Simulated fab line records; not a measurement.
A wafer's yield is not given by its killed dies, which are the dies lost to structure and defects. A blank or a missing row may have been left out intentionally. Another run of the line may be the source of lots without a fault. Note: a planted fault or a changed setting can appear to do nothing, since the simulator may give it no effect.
fab line records / flow sfqLine
record lots=6 wafers=18 lastDay=85
route steps=325 shown I7@301 M8@311
lots that met no fault: taken from a fault-free run of the same line
startH: hours from the record's opening day to when the first of the lot's shown wafers began / waitH: hours from the lot's prior step to this one / " repeats the value in the row above / L1.1+2: a row that stands for several wafers / - no value, or no start was given / * or withheld: withheld / < > ~ a bound
route shown NAME@n: NAME is a module with steps in the file, n the number in the route of the first one / usual: mean and standard deviation over wafers with no fault / same: alike in all rows / chamber/n: place in a boat / sites: readings site by site / _std_site: standard deviation across them / _edge_site: outer sites' mean less inner sites' / radiusMm: how far each site lies from the wafer's centre / mask NAME#n: copy n / behind: the last tool/chamber to shape the wafer / hold: reason for holding the lot/hours on hold/outcome of the hold / device: whichever transistor did not switch (one of n, p or np) / end of line: the same wafers' tests at the end of the route / for a step that has no rows: nothing shown but its recipe / killed: the dies lost at the first sort to structure and to defects; this is not the yield of the wafer / map: a wafer's dies, marking killed ones x, the rest . and places with no die _
set.NAME: the setting that was run; set.NAME@STEP: the one run at that earlier step / model.NAME: the simulator's own value behind a step, which no gauge read
lots at some steps of the route; a table a step, a row a wafer
services: from which hour (startH, from the record's first day; less than 0 if before it) a tool's chamber was out of use, for how many hours, and why
## steps
# step SFQ_TRILAYER_I7_VIA_LITHO_COAT_187
# recipe resist=KrF spinRpm=3000 resistThkNm=650
# step SFQ_TRILAYER_I7_VIA_LITHO_SOFTBAKE_191
# recipe tempC=withheld timeS=withheld resist=KrF
# step SFQ_TRILAYER_I7_VIA_LITHO_EXPOSE_188
# recipe maskId=I7 na=0.6 sourceShape=conventional sigmaOuter=0.65 targetCdNm=1000 doseMj=21.3
# step SFQ_TRILAYER_I7_VIA_LITHO_PEB_190
# recipe pebTempC=115 pebTimeS=60 resist=KrF
# step SFQ_TRILAYER_I7_VIA_LITHO_DEVELOP_189
# recipe timeS=60 resist=KrF
# step SFQ_I7_OVL_MEAS_947
# usual I7_OVL=-1/5.1
lot.wafer=L655.1 tool=overlay-02 chamber=- startH=1790.76 waitH=0.1 I7_OVL[nm]=-5
lot.wafer=L655.4 tool=overlay-02 chamber=- startH=1790.76 waitH=0.1 I7_OVL[nm]=-9
lot.wafer=L655.6 tool=overlay-02 chamber=- startH=1790.76 waitH=0.1 I7_OVL[nm]=-12
lot.wafer=L656.1 tool=overlay-01 chamber=- startH=1831.90 waitH=0.1 I7_OVL[nm]=-4
lot.wafer=L656.3 tool=overlay-01 chamber=- startH=1831.90 waitH=0.1 I7_OVL[nm]=6
lot.wafer=L656.5 tool=overlay-01 chamber=- startH=1831.90 waitH=0.1 I7_OVL[nm]=10
lot.wafer=L661.1 tool=overlay-01 chamber=- startH=1871.12 waitH=0.1 I7_OVL[nm]=-3
lot.wafer=L661.3 tool=overlay-01 chamber=- startH=1871.12 waitH=0.1 I7_OVL[nm]=3
lot.wafer=L661.5 tool=overlay-01 chamber=- startH=1871.12 waitH=0.1 I7_OVL[nm]=4
lot.wafer=L663.1 tool=overlay-01 chamber=- startH=1876.27 waitH=0.1 I7_OVL[nm]=-8
lot.wafer=L663.2 tool=overlay-01 chamber=- startH=1876.27 waitH=0.1 I7_OVL[nm]=-8
lot.wafer=L663.4 tool=overlay-01 chamber=- startH=1876.27 waitH=0.1 I7_OVL[nm]=-12
lot.wafer=L664.2 tool=overlay-01 chamber=- startH=1883.49 waitH=0.1 I7_OVL[nm]=-7
lot.wafer=L664.3 tool=overlay-01 chamber=- startH=1883.49 waitH=0.1 I7_OVL[nm]=-10
lot.wafer=L664.5 tool=overlay-01 chamber=- startH=1883.49 waitH=0.1 I7_OVL[nm]=-7
lot.wafer=L674.1 tool=overlay-02 chamber=- startH=2036.32 waitH=0.1 I7_OVL[nm]=7
lot.wafer=L674.2 tool=overlay-02 chamber=- startH=2036.32 waitH=0.1 I7_OVL[nm]=5
lot.wafer=L674.3 tool=overlay-02 chamber=- startH=2036.32 waitH=0.1 I7_OVL[nm]=5
# step SFQ_TRILAYER_I7_VIA_BARC_OPEN_VIA_ETCH_260
# recipe maskMaterial=PR chemistry=O2 targetDepthNm=125 target=BARC sourceW=500 biasW=80 pressureMtorr=30 timeS=41.7
# usual drypumpMotorCurrentA=5.6/0.46 oesProductAu=0.685/0.0044
lot.wafer=L655.1 tool=rieDiel-01 chamber=2 startH=1790.80 waitH=0.0 drypumpMotorCurrentA=5.1 oesProductAu=0.687 rfHoursCounterH=17
lot.wafer=L655.4 tool=rieDiel-01 chamber=0 startH=1790.80 waitH=0.0 drypumpMotorCurrentA=5.7 oesProductAu=0.685 rfHoursCounterH=18
lot.wafer=L655.6 tool=rieDiel-01 chamber=0 startH=1790.80 waitH=0.0 drypumpMotorCurrentA=5.8 oesProductAu=0.685 rfHoursCounterH=-
lot.wafer=L656.1 tool=rieDiel-04 chamber=1 startH=1831.94 waitH=0.0 drypumpMotorCurrentA=6.2 oesProductAu=0.685 rfHoursCounterH=4
lot.wafer=L656.3 tool=rieDiel-04 chamber=3 startH=1831.94 waitH=0.0 drypumpMotorCurrentA=6.2 oesProductAu=0.696 rfHoursCounterH=11
lot.wafer=L656.5 tool=rieDiel-04 chamber=3 startH=1831.94 waitH=0.0 drypumpMotorCurrentA=6.3 oesProductAu=0.685 rfHoursCounterH=-
lot.wafer=L661.1 tool=rieDiel-04 chamber=2 startH=1871.16 waitH=0.0 drypumpMotorCurrentA=5.0 oesProductAu=0.681 rfHoursCounterH=5
lot.wafer=L661.3 tool=rieDiel-04 chamber=0 startH=1871.16 waitH=0.0 drypumpMotorCurrentA=6.0 oesProductAu=0.690 rfHoursCounterH=9
lot.wafer=L661.5 tool=rieDiel-04 chamber=2 startH=1871.16 waitH=0.0 drypumpMotorCurrentA=5.0 oesProductAu=0.685 rfHoursCounterH=-
lot.wafer=L663.1 tool=rieDiel-01 chamber=3 startH=1876.31 waitH=0.0 drypumpMotorCurrentA=5.2 oesProductAu=0.679 rfHoursCounterH=18
lot.wafer=L663.2 tool=rieDiel-01 chamber=2 startH=1876.31 waitH=0.0 drypumpMotorCurrentA=5.1 oesProductAu=0.686 rfHoursCounterH=18
lot.wafer=L663.4 tool=rieDiel-01 chamber=0 startH=1876.31 waitH=0.0 drypumpMotorCurrentA=5.8 oesProductAu=0.688 rfHoursCounterH=20
lot.wafer=L664.2 tool=rieDiel-01 chamber=3 startH=1883.52 waitH=0.0 drypumpMotorCurrentA=5.1 oesProductAu=0.678 rfHoursCounterH=18
lot.wafer=L664.3 tool=rieDiel-01 chamber=0 startH=1883.52 waitH=0.0 drypumpMotorCurrentA=5.7 oesProductAu=0.674 rfHoursCounterH=20
lot.wafer=L664.5 tool=rieDiel-01 chamber=1 startH=1883.52 waitH=0.0 drypumpMotorCurrentA=5.1 oesProductAu=0.690 rfHoursCounterH=-
lot.wafer=L674.1 tool=rieDiel-02 chamber=1 startH=2036.36 waitH=0.0 drypumpMotorCurrentA=5.7 oesProductAu=0.686 rfHoursCounterH=19
lot.wafer=L674.2 tool=rieDiel-02 chamber=3 startH=2036.36 waitH=0.0 drypumpMotorCurrentA=5.9 oesProductAu=0.693 rfHoursCounterH=7
lot.wafer=L674.3 tool=rieDiel-02 chamber=2 startH=2036.36 waitH=0.0 drypumpMotorCurrentA=5.6 oesProductAu=0.685 rfHoursCounterH=0
# step SFQ_TRILAYER_I7_VIA_ETCH_VIA_ETCH_190
# recipe target=SiO2 stopOn=Nb maskMaterial=PR taperDeg=20 chemistry=CHF3 targetDepthNm=260 sourceW=500 biasW=80 pressureMtorr=30 timeS=withheld
# usual drypumpMotorCurrentA=5.6/0.46 oesProductAu=0.854/0.0054
lot.wafer=L655.1 tool=rieDiel-01 chamber=2 startH=1790.84 waitH=0.0 drypumpMotorCurrentA=5.1 oesProductAu=0.850
lot.wafer=L655.4 tool=rieDiel-01 chamber=0 startH=1790.84 waitH=0.0 drypumpMotorCurrentA=5.7 oesProductAu=0.857
lot.wafer=L655.6 tool=rieDiel-01 chamber=0 startH=1790.84 waitH=0.0 drypumpMotorCurrentA=5.8 oesProductAu=0.865
lot.wafer=L656.1 tool=rieDiel-04 chamber=1 startH=1831.98 waitH=0.0 drypumpMotorCurrentA=6.2 oesProductAu=0.856
lot.wafer=L656.3 tool=rieDiel-04 chamber=3 startH=1831.98 waitH=0.0 drypumpMotorCurrentA=6.3 oesProductAu=0.864
lot.wafer=L656.5 tool=rieDiel-04 chamber=3 startH=1831.98 waitH=0.0 drypumpMotorCurrentA=6.2 oesProductAu=0.853
lot.wafer=L661.1 tool=rieDiel-04 chamber=2 startH=1871.20 waitH=0.0 drypumpMotorCurrentA=5.0 oesProductAu=0.853
lot.wafer=L661.3 tool=rieDiel-04 chamber=0 startH=1871.20 waitH=0.0 drypumpMotorCurrentA=6.0 oesProductAu=0.847
lot.wafer=L661.5 tool=rieDiel-04 chamber=2 startH=1871.20 waitH=0.0 drypumpMotorCurrentA=5.0 oesProductAu=0.841
lot.wafer=L663.1 tool=rieDiel-01 chamber=3 startH=1876.35 waitH=0.0 drypumpMotorCurrentA=5.1 oesProductAu=0.863
lot.wafer=L663.2 tool=rieDiel-01 chamber=2 startH=1876.35 waitH=0.0 drypumpMotorCurrentA=5.1 oesProductAu=0.860
lot.wafer=L663.4 tool=rieDiel-01 chamber=0 startH=1876.35 waitH=0.0 drypumpMotorCurrentA=5.7 oesProductAu=0.847
lot.wafer=L664.2 tool=rieDiel-01 chamber=3 startH=1883.56 waitH=0.0 drypumpMotorCurrentA=5.1 oesProductAu=0.856
lot.wafer=L664.3 tool=rieDiel-01 chamber=0 startH=1883.56 waitH=0.0 drypumpMotorCurrentA=5.7 oesProductAu=0.851
lot.wafer=L664.5 tool=rieDiel-01 chamber=1 startH=1883.56 waitH=0.0 drypumpMotorCurrentA=5.1 oesProductAu=0.850
lot.wafer=L674.1 tool=rieDiel-02 chamber=1 startH=2036.40 waitH=0.0 drypumpMotorCurrentA=5.7 oesProductAu=0.859
lot.wafer=L674.2 tool=rieDiel-02 chamber=3 startH=2036.40 waitH=0.0 drypumpMotorCurrentA=5.9 oesProductAu=0.852
lot.wafer=L674.3 tool=rieDiel-02 chamber=2 startH=2036.40 waitH=0.0 drypumpMotorCurrentA=5.6 oesProductAu=0.852
# step SFQ_TRILAYER_I7_VIA_STRIP_STRIP_191
# recipe gas=O2 powerW=200 platenTempC=40 overashFraction=0.6759 chemistry=O2 pressureMtorr=50
# usual drypumpMotorCurrentA=5.8/0.53 heBacksideLeakSccm=3.40/0.29 oesProductAu=0.997/0.0094 platenTempC=40.00/0.11
# same overashFraction=0.6759
lot.wafer=L655.1 tool=rieMetal-02 chamber=1 startH=1790.95 waitH=- drypumpMotorCurrentA=5.4 heBacksideLeakSccm=3.24 oesProductAu=0.991 platenTempC=40.12 rfHoursCounterH=60
lot.wafer=L655.4 tool=rieMetal-02 chamber=0 startH=1790.95 waitH=- drypumpMotorCurrentA=6.7 heBacksideLeakSccm=3.22 oesProductAu=0.993 platenTempC=40.10 rfHoursCounterH=-
lot.wafer=L655.6 tool=rieMetal-02 chamber=1 startH=1790.95 waitH=- drypumpMotorCurrentA=5.4 heBacksideLeakSccm=3.19 oesProductAu=0.982 platenTempC=39.93 rfHoursCounterH=-
lot.wafer=L656.1 tool=rieMetal-02 chamber=1 startH=1832.09 waitH=- drypumpMotorCurrentA=5.4 heBacksideLeakSccm=3.36 oesProductAu=0.989 platenTempC=40.04 rfHoursCounterH=64
lot.wafer=L656.3 tool=rieMetal-02 chamber=1 startH=1832.09 waitH=- drypumpMotorCurrentA=5.4 heBacksideLeakSccm=3.34 oesProductAu=0.995 platenTempC=40.02 rfHoursCounterH=-
lot.wafer=L656.5 tool=rieMetal-02 chamber=1 startH=1832.09 waitH=- drypumpMotorCurrentA=5.4 heBacksideLeakSccm=3.26 oesProductAu=0.990 platenTempC=40.06 rfHoursCounterH=-
lot.wafer=L661.1 tool=rieMetal-02 chamber=1 startH=1871.31 waitH=- drypumpMotorCurrentA=5.4 heBacksideLeakSccm=3.35 oesProductAu=0.991 platenTempC=39.93 rfHoursCounterH=69
lot.wafer=L661.3 tool=rieMetal-02 chamber=0 startH=1871.31 waitH=- drypumpMotorCurrentA=6.7 heBacksideLeakSccm=3.38 oesProductAu=1.003 platenTempC=39.81 rfHoursCounterH=-
lot.wafer=L661.5 tool=rieMetal-02 chamber=1 startH=1871.31 waitH=- drypumpMotorCurrentA=5.4 heBacksideLeakSccm=3.21 oesProductAu=0.983 platenTempC=39.83 rfHoursCounterH=-
lot.wafer=L663.1 tool=rieMetal-02 chamber=0 startH=1876.46 waitH=- drypumpMotorCurrentA=6.6 heBacksideLeakSccm=3.00 oesProductAu=1.017 platenTempC=39.91 rfHoursCounterH=75
lot.wafer=L663.2 tool=rieMetal-02 chamber=1 startH=1876.46 waitH=- drypumpMotorCurrentA=5.4 heBacksideLeakSccm=3.30 oesProductAu=0.999 platenTempC=40.12 rfHoursCounterH=70
lot.wafer=L663.4 tool=rieMetal-02 chamber=0 startH=1876.46 waitH=- drypumpMotorCurrentA=6.7 heBacksideLeakSccm=3.19 oesProductAu=1.007 platenTempC=39.88 rfHoursCounterH=-
lot.wafer=L664.2 tool=rieMetal-04 chamber=0 startH=1883.67 waitH=- drypumpMotorCurrentA=5.8 heBacksideLeakSccm=3.18 oesProductAu=0.993 platenTempC=40.06 rfHoursCounterH=63
lot.wafer=L664.3 tool=rieMetal-04 chamber=0 startH=1883.67 waitH=- drypumpMotorCurrentA=5.8 heBacksideLeakSccm=3.21 oesProductAu=0.993 platenTempC=40.06 rfHoursCounterH=-
lot.wafer=L664.5 tool=rieMetal-04 chamber=0 startH=1883.67 waitH=- drypumpMotorCurrentA=5.8 heBacksideLeakSccm=3.27 oesProductAu=0.997 platenTempC=40.06 rfHoursCounterH=-
lot.wafer=L674.1 tool=rieMetal-02 chamber=0 startH=2036.51 waitH=- drypumpMotorCurrentA=6.7 heBacksideLeakSccm=2.97 oesProductAu=1.008 platenTempC=40.13 rfHoursCounterH=98
lot.wafer=L674.2 tool=rieMetal-02 chamber=1 startH=2036.51 waitH=- drypumpMotorCurrentA=5.4 heBacksideLeakSccm=3.37 oesProductAu=0.976 platenTempC=39.74 rfHoursCounterH=89
lot.wafer=L674.3 tool=rieMetal-02 chamber=1 startH=2036.51 waitH=- drypumpMotorCurrentA=5.4 heBacksideLeakSccm=3.45 oesProductAu=0.985 platenTempC=39.97 rfHoursCounterH=-
# step SFQ_TRILAYER_I7_VIA_STRIP_SOLV_CLEAN_192
# recipe chemistry=NMP tempC=70 timeS=600
# step SFQ_TRILAYER_M8_LITHO_LOR_COAT_197
# recipe resist=lift-off spinRpm=3000
# step SFQ_TRILAYER_M8_LITHO_LOR_BAKE_198
# recipe resist=lift-off tempC=withheld timeS=withheld
# step SFQ_TRILAYER_M8_LITHO_COAT_193
# recipe resist=KrF spinRpm=3000 resistThkNm=600
# usual dispensePressureKPa=50/5
lot.wafer=L655.1 tool=lithoTrack-02 chamber=0 startH=1792 waitH=- dispensePressureKPa=55 model.KrF_of_TRILAYER_M8_LITHO_COAT_193.thkNm=600.1
lot.wafer=L655.4 tool=lithoTrack-02 chamber=0 startH=1792 waitH=- dispensePressureKPa=55 model.KrF_of_TRILAYER_M8_LITHO_COAT_193.thkNm=600.4
lot.wafer=L655.6 tool=lithoTrack-02 chamber=0 startH=1792 waitH=- dispensePressureKPa=55 model.KrF_of_TRILAYER_M8_LITHO_COAT_193.thkNm=600.1
lot.wafer=L656.1 tool=lithoTrack-04 chamber=0 startH=1833 waitH=- dispensePressureKPa=50 model.KrF_of_TRILAYER_M8_LITHO_COAT_193.thkNm=598.7
lot.wafer=L656.3 tool=lithoTrack-04 chamber=0 startH=1833 waitH=- dispensePressureKPa=50 model.KrF_of_TRILAYER_M8_LITHO_COAT_193.thkNm=597.4
lot.wafer=L656.5 tool=lithoTrack-04 chamber=0 startH=1833 waitH=- dispensePressureKPa=50 model.KrF_of_TRILAYER_M8_LITHO_COAT_193.thkNm=600.6
lot.wafer=L661.1 tool=lithoTrack-01 chamber=0 startH=1873 waitH=- dispensePressureKPa=43 model.KrF_of_TRILAYER_M8_LITHO_COAT_193.thkNm=602.5
lot.wafer=L661.3 tool=lithoTrack-01 chamber=0 startH=1873 waitH=- dispensePressureKPa=43 model.KrF_of_TRILAYER_M8_LITHO_COAT_193.thkNm=601.1
lot.wafer=L661.5 tool=lithoTrack-01 chamber=0 startH=1873 waitH=- dispensePressureKPa=43 model.KrF_of_TRILAYER_M8_LITHO_COAT_193.thkNm=603
lot.wafer=L663.1 tool=lithoTrack-04 chamber=0 startH=1878 waitH=- dispensePressureKPa=50 model.KrF_of_TRILAYER_M8_LITHO_COAT_193.thkNm=620.3
lot.wafer=L663.2 tool=lithoTrack-04 chamber=0 startH=1878 waitH=- dispensePressureKPa=50 model.KrF_of_TRILAYER_M8_LITHO_COAT_193.thkNm=620.3
lot.wafer=L663.4 tool=lithoTrack-04 chamber=0 startH=1878 waitH=- dispensePressureKPa=50 model.KrF_of_TRILAYER_M8_LITHO_COAT_193.thkNm=620
lot.wafer=L664.2 tool=lithoTrack-04 chamber=0 startH=1885 waitH=- dispensePressureKPa=50 model.KrF_of_TRILAYER_M8_LITHO_COAT_193.thkNm=621.2
lot.wafer=L664.3 tool=lithoTrack-04 chamber=0 startH=1885 waitH=- dispensePressureKPa=50 model.KrF_of_TRILAYER_M8_LITHO_COAT_193.thkNm=625.5
lot.wafer=L664.5 tool=lithoTrack-04 chamber=0 startH=1885 waitH=- dispensePressureKPa=50 model.KrF_of_TRILAYER_M8_LITHO_COAT_193.thkNm=624
lot.wafer=L674.1 tool=lithoTrack-01 chamber=0 startH=2038 waitH=- dispensePressureKPa=43 model.KrF_of_TRILAYER_M8_LITHO_COAT_193.thkNm=598.4
lot.wafer=L674.2 tool=lithoTrack-01 chamber=0 startH=2038 waitH=- dispensePressureKPa=43 model.KrF_of_TRILAYER_M8_LITHO_COAT_193.thkNm=597.7
lot.wafer=L674.3 tool=lithoTrack-01 chamber=0 startH=2038 waitH=- dispensePressureKPa=43 model.KrF_of_TRILAYER_M8_LITHO_COAT_193.thkNm=598.6
# step SFQ_TRILAYER_M8_LITHO_SOFTBAKE_199
# recipe tempC=withheld timeS=withheld resist=KrF
# step SFQ_TRILAYER_M8_LITHO_EXPOSE_194
# recipe maskId=M8 na=0.6 sourceShape=conventional sigmaOuter=0.65 targetCdNm=2000 doseMj=14.4
# step SFQ_TRILAYER_M8_LITHO_PEB_196
# recipe pebTempC=115 pebTimeS=60 resist=KrF
# step SFQ_TRILAYER_M8_LITHO_DEVELOP_195
# recipe imgClearS=15 timeS=55 resist=KrF
lot.wafer=L655.1 tool=lithoTrack-01 chamber=0 startH=1894.88 waitH=0.1 model.KrF_of_TRILAYER_M8_LITHO_COAT_193.thkNm=575.9
lot.wafer=L655.4 tool=lithoTrack-01 chamber=0 startH=1894.88 waitH=0.1 model.KrF_of_TRILAYER_M8_LITHO_COAT_193.thkNm=576.1
lot.wafer=L655.6 tool=lithoTrack-01 chamber=0 startH=1894.88 waitH=0.1 model.KrF_of_TRILAYER_M8_LITHO_COAT_193.thkNm=575.8
lot.wafer=L656.1 tool=lithoTrack-04 chamber=0 startH=1932.33 waitH=0.1 model.KrF_of_TRILAYER_M8_LITHO_COAT_193.thkNm=574.4
lot.wafer=L656.3 tool=lithoTrack-04 chamber=0 startH=1932.33 waitH=0.1 model.KrF_of_TRILAYER_M8_LITHO_COAT_193.thkNm=573.2
lot.wafer=L656.5 tool=lithoTrack-04 chamber=0 startH=1932.33 waitH=0.1 model.KrF_of_TRILAYER_M8_LITHO_COAT_193.thkNm=576.4
lot.wafer=L661.1 tool=lithoTrack-01 chamber=0 startH=1971.25 waitH=0.1 model.KrF_of_TRILAYER_M8_LITHO_COAT_193.thkNm=578.2
lot.wafer=L661.3 tool=lithoTrack-01 chamber=0 startH=1971.25 waitH=0.1 model.KrF_of_TRILAYER_M8_LITHO_COAT_193.thkNm=576.8
lot.wafer=L661.5 tool=lithoTrack-01 chamber=0 startH=1971.25 waitH=0.1 model.KrF_of_TRILAYER_M8_LITHO_COAT_193.thkNm=578.8
lot.wafer=L663.1+2 tool=lithoTrack-01 chamber=0 startH=1979.65 waitH=0.1 model.KrF_of_TRILAYER_M8_LITHO_COAT_193.thkNm=596
lot.wafer=L663.4 tool=lithoTrack-01 chamber=0 startH=1979.65 waitH=0.1 model.KrF_of_TRILAYER_M8_LITHO_COAT_193.thkNm=595.8
lot.wafer=L664.2 tool=lithoTrack-04 chamber=0 startH=1985.67 waitH=0.1 model.KrF_of_TRILAYER_M8_LITHO_COAT_193.thkNm=596.9
lot.wafer=L664.3 tool=lithoTrack-04 chamber=0 startH=1985.67 waitH=0.1 model.KrF_of_TRILAYER_M8_LITHO_COAT_193.thkNm=601.2
lot.wafer=L664.5 tool=lithoTrack-04 chamber=0 startH=1985.67 waitH=0.1 model.KrF_of_TRILAYER_M8_LITHO_COAT_193.thkNm=599.8
lot.wafer=L674.1 tool=lithoTrack-04 chamber=0 startH=2041.17 waitH=0.1 model.KrF_of_TRILAYER_M8_LITHO_COAT_193.thkNm=574.1
lot.wafer=L674.2 tool=lithoTrack-04 chamber=0 startH=2041.17 waitH=0.1 model.KrF_of_TRILAYER_M8_LITHO_COAT_193.thkNm=573.5
lot.wafer=L674.3 tool=lithoTrack-04 chamber=0 startH=2041.17 waitH=0.1 model.KrF_of_TRILAYER_M8_LITHO_COAT_193.thkNm=574.4
# step SFQ_M8_OVL_MEAS_948
# usual M8_OVL=2/5.6
lot.wafer=L655.1 tool=overlay-02 chamber=- startH=1895.02 waitH=0.1 M8_OVL[nm]=-4
lot.wafer=L655.4 tool=overlay-02 chamber=- startH=1895.02 waitH=0.1 M8_OVL[nm]=0
lot.wafer=L655.6 tool=overlay-02 chamber=- startH=1895.02 waitH=0.1 M8_OVL[nm]=-6
lot.wafer=L656.1 tool=overlay-02 chamber=- startH=1932.47 waitH=0.1 M8_OVL[nm]=2
lot.wafer=L656.3 tool=overlay-02 chamber=- startH=1932.47 waitH=0.1 M8_OVL[nm]=2
lot.wafer=L656.5 tool=overlay-02 chamber=- startH=1932.47 waitH=0.1 M8_OVL[nm]=4
lot.wafer=L661.1 tool=overlay-01 chamber=- startH=1971.39 waitH=0.1 M8_OVL[nm]=7
lot.wafer=L661.3 tool=overlay-01 chamber=- startH=1971.39 waitH=0.1 M8_OVL[nm]=2
lot.wafer=L661.5 tool=overlay-01 chamber=- startH=1971.39 waitH=0.1 M8_OVL[nm]=1
lot.wafer=L663.1 tool=overlay-01 chamber=- startH=1979.79 waitH=0.1 M8_OVL[nm]=7
lot.wafer=L663.2 tool=overlay-01 chamber=- startH=1979.79 waitH=0.1 M8_OVL[nm]=9
lot.wafer=L663.4 tool=overlay-01 chamber=- startH=1979.79 waitH=0.1 M8_OVL[nm]=5
lot.wafer=L664.2 tool=overlay-01 chamber=- startH=1985.79 waitH=0.1 M8_OVL[nm]=14
lot.wafer=L664.3 tool=overlay-01 chamber=- startH=1985.79 waitH=0.1 M8_OVL[nm]=5
lot.wafer=L664.5 tool=overlay-01 chamber=- startH=1985.79 waitH=0.1 M8_OVL[nm]=10
lot.wafer=L674.1 tool=overlay-02 chamber=- startH=2041.31 waitH=0.1 M8_OVL[nm]=-6
lot.wafer=L674.2 tool=overlay-02 chamber=- startH=2041.31 waitH=0.1 M8_OVL[nm]=-5
lot.wafer=L674.3 tool=overlay-02 chamber=- startH=2041.31 waitH=0.1 M8_OVL[nm]=-8
## services
tool=rieDiel-04 chamber=1 startH=1769.07 hours=3.3 kind=repair
tool=rieDiel-04 chamber=2 startH=1784.22 hours=23.4 kind=repair
tool=rieDiel-04 chamber=- startH=1786.57 hours=2.8 kind=pm
tool=rieDiel-01 chamber=3 startH=1815.16 hours=1.3 kind=repair
tool=rieDiel-01 chamber=1 startH=1823.23 hours=7.5 kind=repair
tool=rieDiel-01 chamber=0 startH=1833.46 hours=9.9 kind=repair
tool=rieDiel-01 chamber=1 startH=1843.49 hours=- kind=clean
tool=rieDiel-04 chamber=1 startH=1853.17 hours=5.0 kind=repair
tool=rieDiel-02 chamber=1 startH=1897.44 hours=11.0 kind=repair
tool=rieDiel-02 chamber=1 startH=1916.14 hours=21.5 kind=repair
tool=rieDiel-04 chamber=- startH=1918.04 hours=0.2 kind=repair
tool=rieDiel-02 chamber=- startH=1937.90 hours=2.8 kind=pm
tool=rieDiel-04 chamber=1 startH=1939.12 hours=4.9 kind=repair
tool=rieMetal-02 chamber=1 startH=1941.13 hours=14.3 kind=repair
tool=rieDiel-04 chamber=3 startH=1945.57 hours=2.8 kind=repair
tool=rieDiel-04 chamber=2 startH=1971.19 hours=7.9 kind=repair
tool=rieMetal-04 chamber=- startH=1973.78 hours=1.2 kind=repair
tool=rieMetal-02 chamber=- startH=1975.73 hours=0.3 kind=repair
tool=rieDiel-01 chamber=2 startH=1993.81 hours=8.0 kind=repair
tool=rieDiel-04 chamber=- startH=1994.66 hours=0.1 kind=repair
tool=rieDiel-04 chamber=1 startH=2003.54 hours=10.6 kind=repair
tool=rieMetal-02 chamber=1 startH=2009.68 hours=1.4 kind=repair
tool=rieMetal-02 chamber=- startH=2019.11 hours=1.4 kind=pm
tool=rieDiel-01 chamber=- startH=2032.64 hours=0.4 kind=repair
## key
firstSign none at tools or gauges
modelEffect step=SFQ_TRILAYER_M8_LITHO_COAT_193 value=KrF_of_TRILAYER_M8_LITHO_COAT_193.thkNm without=599.3 struck=621.9
modelEffect step=SFQ_TRILAYER_M8_LITHO_DEVELOP_195 value=KrF_of_TRILAYER_M8_LITHO_COAT_193.thkNm without=575 struck=597.6
metAt SFQ_TRILAYER_M8_LITHO_COAT_193
struckWafers L663.1,L663.2,L663.4,L664.2,L664.3,L664.5
onsetBetween 1833 1878
alsoFits SFQ_TRILAYER_I7_VIA_BARC_OPEN_VIA_ETCH_260:rieDiel-01,SFQ_TRILAYER_I7_VIA_ETCH_VIA_ETCH_190:rieDiel-01
fault kind=processParameterDrift tool=lithoTrack-04 chamber=- onsetH=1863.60 steps=SFQ_TRILAYER_M8_LITHO_COAT_193 channel=resistThkNm offset=22.628 shape=step endH=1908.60 actsIn=theseRecipesOnly stated=600
